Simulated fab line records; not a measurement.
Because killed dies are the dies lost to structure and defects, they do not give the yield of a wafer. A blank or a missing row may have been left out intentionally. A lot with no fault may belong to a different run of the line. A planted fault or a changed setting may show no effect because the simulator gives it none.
What tool caused it? ; flow sky130 ; 24 lots with 72 wafers sampled at 4 steps, on a route of 708 steps

WHAT THE GAUGES SHOWED, per wafer
SKY_CONTACT_CD_MEAS_14: the cd target is 170 nm. Usual: cd-nm 170.5 nm, standard deviation 1.5.
lot;measured;on;cd-nm (nm);flag
L074;day 32 03:44;cd-sem-02;169.5 170.6 170.0;
L075;day 32 22:30;cd-sem-02;171.6 170.9 170.7;
L077;day 33 00:29;cd-sem-01;171.5 172.7 170.6;
L076;day 33 03:29;cd-sem-02;170.0 169.9 170.5;
L079;day 33 16:35;cd-sem-01;171.1 171.3 169.2;
L080;day 33 19:53;cd-sem-01;168.2 168.4 170.2;
L078;day 33 22:57;cd-sem-01;170.9 170.4 169.8;
L081;day 34 04:37;cd-sem-01;172.2 170.1 171.4;
L082;day 34 09:44;cd-sem-02;170.7 171.7 170.6;
L083;day 35 00:42;cd-sem-02;169.6 171.3 170.9;
L084;day 35 06:50;cd-sem-02;169.5 169.0 169.2;
L085;day 35 15:18;cd-sem-01;171.0 171.6 169.9;
L087;day 35 17:18;cd-sem-01;168.0 168.0 169.0;
L086;day 35 18:36;cd-sem-01;169.6 169.8 168.3;
L088;day 36 13:11;cd-sem-01;170.0 168.9 170.1;
L089;day 36 18:20;cd-sem-01;171.5 171.3 171.0;
L090;day 37 04:32;cd-sem-01;171.1 172.6 172.3;
L091;day 37 04:55;cd-sem-02;167.2 168.2 168.8;
L092;day 37 17:30;cd-sem-02;172.2 172.0 171.7;
L093;day 37 20:44;cd-sem-01;173.0 171.7 171.2;
L094;day 38 02:50;cd-sem-01;171.3 170.4 171.9;
L095;day 38 04:56;cd-sem-02;171.2 171.7 171.8;
L096;day 38 17:00;cd-sem-02;169.3 168.1 169.0;
L097;day 38 21:40;cd-sem-02;172.1 173.8 172.5;

SKY_VIA2_THK_MEAS_01. Usual: for VIA2_HDPCVD_THK the level is 1176 nm and the standard deviation is 11.
lot;measured;on;VIA2_HDPCVD_THK (nm);flag
L074;day 35 16:43;film-metro-01;1194 1196 1183;
L075;day 36 11:54;film-metro-01;1174 1186 1173;
L077;day 36 13:42;film-metro-01;1192 1180 1173;
L076;day 36 16:38;film-metro-02;1189 1190 1191;
L079;day 37 04:59;film-metro-03;1181 1174 1176;
L080;day 37 09:34;film-metro-01;1178 1161 1190;
L078;day 37 12:21;film-metro-02;1198 1175 1190;
L081;day 37 17:08;film-metro-03;1160 1186 1162;
L082;day 37 21:58;film-metro-02;1154 1169 1171;
L083;day 38 13:37;film-metro-01;1179 1176 1167;
L084;day 38 17:50;film-metro-01;1175 1165 1169;
L085;day 39 02:50;film-metro-01;1176 1155 1172;
L087;day 39 04:55;film-metro-02;1174 1181 1179;
L086;day 39 06:22;film-metro-02;1184 1200 1179;
L088;day 40 00:47;film-metro-03;1186 1171 1184;
L089;day 40 04:26;film-metro-02;1191 1185 1187;
L090;day 40 13:11;film-metro-03;1171 1171 1164;
L091;day 40 15:23;film-metro-02;1170 1147 1164;
L092;day 41 02:32;film-metro-02;1166 1189 1171;
L093;day 41 05:25;film-metro-01;1171 1174 1176;
L094;day 41 10:20;film-metro-03;1177 1163 1183;
L095;day 41 12:20;film-metro-02;1165 1165 1162;
L096;day 41 23:59;film-metro-01;1185 1190 1162;
L097;day 42 04:27;film-metro-03;1165 1158 1169;

TOOL THAT RAN EACH LOT (tool first, then ch and the chambers of the sampled wafers, then the start)
lot;SKY_CONTACT_ETCH_18;SKY_METAL1_SPUTTER_04
L074;rie-diel-02 ch 0,1,2, day 32 05:21 or earlier;pvd-sputter-03, day 32 05:21
L075;rie-diel-03 ch 0,1,2, day 33 00:08 or earlier;pvd-sputter-01, day 33 00:08
L077;rie-diel-02 ch 0,1,3, day 33 02:10 or earlier;pvd-sputter-02, day 33 02:10
L076;rie-diel-01 ch 0,1,3, day 33 05:06 or earlier;pvd-sputter-03, day 33 05:06
L079;rie-diel-02 ch 0,2,3, day 33 18:12 or earlier;pvd-sputter-02, day 33 18:12
L080;rie-diel-02 ch 0,1,2, day 33 21:30 or earlier;pvd-sputter-01, day 33 21:30
L078;rie-diel-03 ch 0,1,3, day 34 00:39 or earlier;pvd-sputter-02, day 34 00:39
L081;rie-diel-03 ch 1,2,3, day 34 06:34 or earlier;pvd-sputter-01, day 34 06:34
L082;rie-diel-01 ch 0,2,3, day 34 11:23 or earlier;pvd-sputter-01, day 34 11:23
L083;rie-diel-03 ch 0,1,2, day 35 02:20 or earlier;pvd-sputter-03, day 35 02:20
L084;rie-diel-01 ch 2,3, day 35 08:29 or earlier;pvd-sputter-03, day 35 08:29
L085;rie-diel-02 ch 1,2,3, day 35 16:56 or earlier;pvd-sputter-01, day 35 16:56
L087;rie-diel-02 ch 0,3, day 35 18:55 or earlier;pvd-sputter-01, day 35 18:55
L086;rie-diel-01 ch 0,2,3, day 35 20:13 or earlier;pvd-sputter-03, day 35 20:13
L088;rie-diel-03 ch 0,1,2, day 36 15:43 or earlier;pvd-sputter-01, day 36 15:43
L089;rie-diel-03 ch 0,2, day 36 19:58 or earlier;pvd-sputter-03, day 36 19:58
L090;rie-diel-01 ch 0,2,3, day 37 06:11 or earlier;pvd-sputter-03, day 37 06:11
L091;rie-diel-03 ch 2,3, day 37 06:31 or earlier;pvd-sputter-01, day 37 06:31
L092;rie-diel-01 ch 0,1,2, day 37 19:09 or earlier;pvd-sputter-03, day 37 19:09
L093;rie-diel-03 ch 1,2,3, day 37 22:22 or earlier;pvd-sputter-01, day 37 22:22
L094;rie-diel-03 ch 0,1, day 38 04:29 or earlier;pvd-sputter-01, day 38 04:29
L095;rie-diel-02 ch 0,2,3, day 38 06:33 or earlier;pvd-sputter-02, day 38 06:33
L096;rie-diel-01 ch 0,3, day 38 18:38 or earlier;pvd-sputter-01, day 38 18:38
L097;rie-diel-03 ch 0,1,3, day 38 23:16 or earlier;pvd-sputter-02, day 38 23:16
- SKY_CONTACT_ETCH_18: etches Si3N4 in CHF3/O2, stops on TiN, time 39 s, target depth 75 nm.
- SKY_METAL1_SPUTTER_04: material TiN, target thk 70 nm, time 58.3 s.

WHAT THE TOOLS THEMSELVES READ (means of the sampled wafers that have a number; where no wafer has one, the mark that the record gives instead)
SKY_CONTACT_ETCH_18. Usual: O2_flow_sccm 5.001 sccm, standard deviation 0.013; chf3-flow-sccm 50.01 sccm, standard deviation 0.15; drypump-motor-current-A 5.9 A, standard deviation 0.47; oes-product-au 0.856 a.u., standard deviation 0.0077; throttle-valve-pct 8.793 %, standard deviation 0.0082.
lot;tool;O2_flow_sccm (sccm);chf3-flow-sccm (sccm);drypump-motor-current-A (A);oes-product-au (a.u.);throttle-valve-pct (%);flag
L074;rie-diel-02;5.007;49.98;6.2;0.855;8.803;
L075;rie-diel-03;4.997;49.99;5.8;0.860;8.794;
L077;rie-diel-02;5.002;50.04;5.9;0.866;8.796;
L076;rie-diel-01;4.994;49.94;5.9;0.850;8.793;
L079;rie-diel-02;5.009;50.09;5.8;0.858;8.786;
L080;rie-diel-02;5.014;49.96;6.2;0.854;8.792;
L078;rie-diel-03;5.013;50.00;6.0;0.860;8.795;
L081;rie-diel-03;5.006;50.05;6.2;0.852;8.794;
L082;rie-diel-01;5.001;50.14;5.7;0.852;8.798;
L083;rie-diel-03;5.004;50.06;5.7;0.857;8.798;
L084;rie-diel-01;4.999;50.01;5.8;0.861;8.792;
L085;rie-diel-02;5.009;50.05;6.0;0.862;8.800;
L087;rie-diel-02;4.988;49.94;5.4;0.852;8.791;
L086;rie-diel-01;5.011;50.01;5.7;0.862;8.801;
L088;rie-diel-03;5.006;49.94;5.7;0.857;8.791;
L089;rie-diel-03;4.987;49.95;5.4;0.852;8.799;
L090;rie-diel-01;4.990;50.08;5.7;0.850;8.788;
L091;rie-diel-03;5.000;49.88;6.3;0.858;8.795;
L092;rie-diel-01;5.001;49.94;6.2;0.856;8.798;
L093;rie-diel-03;5.007;49.96;6.2;0.851;8.791;
L094;rie-diel-03;5.000;49.86;5.6;0.860;8.793;
L095;rie-diel-02;4.996;50.08;5.7;0.862;8.786;
L096;rie-diel-01;4.993;50.19;5.6;0.851;8.791;
L097;rie-diel-03;4.994;49.90;6.0;0.861;8.803;

SKY_METAL1_SPUTTER_04. Usual: throttle-valve-pct 29.7 %, standard deviation 1.
lot;tool;throttle-valve-pct (%);flag
L074;pvd-sputter-03;29.2;
L075;pvd-sputter-01;30.1;
L077;pvd-sputter-02;30.4;
L076;pvd-sputter-03;28.6;
L079;pvd-sputter-02;29.9;
L080;pvd-sputter-01;30.0;
L078;pvd-sputter-02;29.3;
L081;pvd-sputter-01;29.1;
L082;pvd-sputter-01;29.8;
L083;pvd-sputter-03;29.2;
L084;pvd-sputter-03;28.4;
L085;pvd-sputter-01;29.7;
L087;pvd-sputter-01;30.3;
L086;pvd-sputter-03;29.1;
L088;pvd-sputter-01;30.0;
L089;pvd-sputter-03;28.5;
L090;pvd-sputter-03;29.8;
L091;pvd-sputter-01;29.6;
L092;pvd-sputter-03;29.8;
L093;pvd-sputter-01;30.6;
L094;pvd-sputter-01;30.9;
L095;pvd-sputter-02;29.3;
L096;pvd-sputter-01;30.7;
L097;pvd-sputter-02;30.3;

THE ANSWER, worked out from the rows above alone
Rule: take the mean of a lot's wafers that have a number; if it is more than 3 standard deviations from the usual mean, the lot is off. Also off: a lot with no number at a reading for which 4 or more lots have one. The other lots that the step has rows for count as sound. After the gauges, taken in route order, come the tools' own readings; for these a lot's mean is taken, as printed above. The first step at which some lot is off is used, and at that step the reading that is off furthest; a lot without a number counts as furthest.
No lot is off on any of the readings shown, so nothing can be concluded from this.

WHAT THE SIMULATOR HAD PUT IN
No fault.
